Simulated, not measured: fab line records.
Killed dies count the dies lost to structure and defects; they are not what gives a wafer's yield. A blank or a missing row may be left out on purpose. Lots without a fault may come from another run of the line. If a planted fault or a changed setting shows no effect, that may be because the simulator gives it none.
Which tool is to blame? :: flow sky130 :: 6 lots, 18 wafers sampled, at 1 step of a route of 708

WHAT EACH GAUGE READ, for each wafer
SKY_VIA2_BOW_MEAS_03.
lot: L751
measured: day 35 18:00
on: film_metro-03
VIA2_BOW (um): 92 86 86

lot: L755
measured: day 36 22:37
on: film_metro-01
VIA2_BOW (um): 84 86 82

lot: L757
measured: day 37 20:43
on: film_metro-01
VIA2_BOW (um): 85 92 70

lot: L758
measured: day 38 12:55
on: film_metro-02
VIA2_BOW (um): 80 76 80

lot: L768
measured: day 41 07:35
on: film_metro-03
VIA2_BOW (um): 72 75 80

lot: L771
measured: day 42 00:13
on: film_metro-03
VIA2_BOW (um): 88 80 93

WHAT TOOL EACH LOT RAN ON (gives the tool, then ch and the chambers of the sampled wafers, and finally the start)
The record holds no process step before these readings.

THE ANSWER, worked out from the rows above alone
Rule: the lots themselves supply what counts as usual. The widest of any qualifying gaps counts: lots, ordered by their means at a reading, are off when they make up no more than a third of the lots, leave a main group of 4 or more, and stand apart from it by 3 or more times the standard deviation of that group's means. A main group whose means are all the same, to the digits that the tables above print for the reading, isn't used. Also off: a lot with no number at a reading for which 4 or more lots have one. All remaining lots with rows at the step are treated as sound.
None of the lots is off at any reading shown; this tells nothing.

WHAT THE SIMULATOR PUT IN
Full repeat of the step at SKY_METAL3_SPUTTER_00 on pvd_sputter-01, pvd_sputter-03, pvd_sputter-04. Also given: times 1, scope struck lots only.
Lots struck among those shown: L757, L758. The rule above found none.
